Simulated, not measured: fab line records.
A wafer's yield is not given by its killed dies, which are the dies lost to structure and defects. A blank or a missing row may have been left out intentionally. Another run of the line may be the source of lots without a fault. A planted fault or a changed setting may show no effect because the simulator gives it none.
A struck lot beside a sound one :: flow sky130 :: 17 out of 708 route steps
Sound: these wafers, L163.4, L163.5, L163.6. Wafers L166.2, L166.5, L166.6 were the ones struck. The cause is named last.
Each step with rows lists, per side, the tool, then ch with its chambers, then its first start. Under that, the readings that differ: sound wafers :: struck wafers :: difference of the means :: sigmas: that difference in standard deviations of wafers without a fault.
alike: readings with means less than 2 such deviations apart, plus words and numbers identical on both sides. not compared: withheld readings, readings lacking a value on some wafer, bounds such as >300 that could conceal the same value, and numbers that have no deviation in the record and whose values overlap.
Wherever a step has rows on one side only, a row that says differs or no value, or a row with sigmas, the two part there. Numbers that don't overlap but have no deviation are shown without sigmas and don't part them. A reading missing from all wafers of one side parts the sides only when that side holds two or more wafers.

first, 1 step without rows for these wafers: SKY_VT_ADJUST_LVTN_IMPLANT_19.
SKY_VT_ADJUST_LVTN_STRIP_20: strips in O2/N2.
  sound on plasmaAsher-01 ch 0,1, day 7 06:01; struck on plasmaAsher-04 ch 0,1, day 7 17:57
  alike: drypumpMotorCurrentA, oesProductAu, stripTimeToEndpointS
  not compared: rfHoursCounterH
SKY_VT_ADJUST_LVTN_TW_MEAS_21:
  struck on filmMetro-03, day 7 18:04; sound on filmMetro-02, day 7 06:06
  alike: VT_ADJUST_LVTN_2_TW
then, 7 steps without rows for these wafers: SKY_VT_ADJUST_NCORE_DEHYDRATE_00 (time 60 s); SKY_VT_ADJUST_NCORE_HMDS_01 (prime time 60 s); SKY_VT_ADJUST_NCORE_COAT_02 (resist thk 1140 nm); SKY_VT_ADJUST_NCORE_SOFTBAKE_03 (time 60 s); SKY_VT_ADJUST_NCORE_EXPOSE_04 (exposes mask LVTN COMPLEMENT THIN, target cd 380 nm); SKY_VT_ADJUST_NCORE_PEB_05; SKY_VT_ADJUST_NCORE_DEVELOP_06 (develop time 60 s).
SKY_VT_ADJUST_NCORE_CD_MEAS_07: target cd 380 nm.
  struck on cdSem-02, day 8 05:50; sound on cdSem-01, day 7 18:42
  alike: cdNm
SKY_VT_ADJUST_NCORE_OVL_MEAS_08:
  struck on overlay-02, day 8 05:56; sound on overlay-02, day 7 18:47
  alike: VT_ADJUST_NCORE_OVL
SKY_VT_ADJUST_NCORE_IMPLANT_09:
  sound on implanter-04 ch 0, day 7 18:52; struck on implanter-03 ch 0, day 8 05:59
reading: doseIonsCm2
sound: 2.3983e+12 2.4017e+12 2.403e+12
struck: 3.4588e+12 3.4583e+12 3.4593e+12
difference: +1.0578e+12
sigmas: +99 or more

reading: faradayCurrentUA
sound: 13.41 13.04 13.72
struck: 19.17 19.97 19.85
difference: +6.27
sigmas: +21
  alike: endStationPressureTorr
SKY_VT_ADJUST_NCORE_STRIP_10: strips in O2/N2.
  sound on plasmaAsher-01 ch 0,1, day 7 18:59; struck on plasmaAsher-03 ch 0,1, day 8 06:07
  alike: drypumpMotorCurrentA, oesProductAu, stripTimeToEndpointS
  not compared: rfHoursCounterH
SKY_VT_ADJUST_NCORE_TW_MEAS_11:
  struck on filmMetro-04, day 8 06:13; sound on filmMetro-01, day 7 19:04
reading: VT_ADJUST_NCORE_TW
sound: 216.3 217.3 216.9
struck: 245.2 246.2 245.4
difference: +28.8
sigmas: +13
then, 1 step without rows for these wafers: SKY_VT_ADJUST_HVTR_DEHYDRATE_00 (time 60 s).
-- record jumps: 36 days separate the struck wafers' starts on either side; left off in module VT_ADJUST_HVTR, taken up again in module PAD_OPEN, whose first shown step is the route's number 708 --
SKY_PAD_OPEN_PROBE_99:
  struck on prober-02, day 44 10:58; sound on prober-02, day 44 09:16
  no value came back on the struck wafers for any of 8 readings (model.etest.nfet_16v.rOnOhmUm, model.etest.pfet_16v.rOnOhmUm and others); on the sound wafers model.etest.nfet_16v.rOnOhmUm reads 1.403e+04 1.4e+04 1.39e+04
  alike: killed_at_M0_to_M3, killed_at_M4_up, killedAtContacts, killedAtFrontEnd, killedAtOther, killedDies, killedOpen, killedShort

## WHERE THEY PART
Earliest at SKY_VT_ADJUST_NCORE_IMPLANT_09; latest, in this record, at SKY_PAD_OPEN_PROBE_99.

WHY: whatever the simulator had introduced
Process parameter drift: implanter-03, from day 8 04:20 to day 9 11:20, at SKY_VT_ADJUST_NCORE_IMPLANT_09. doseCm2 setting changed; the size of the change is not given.
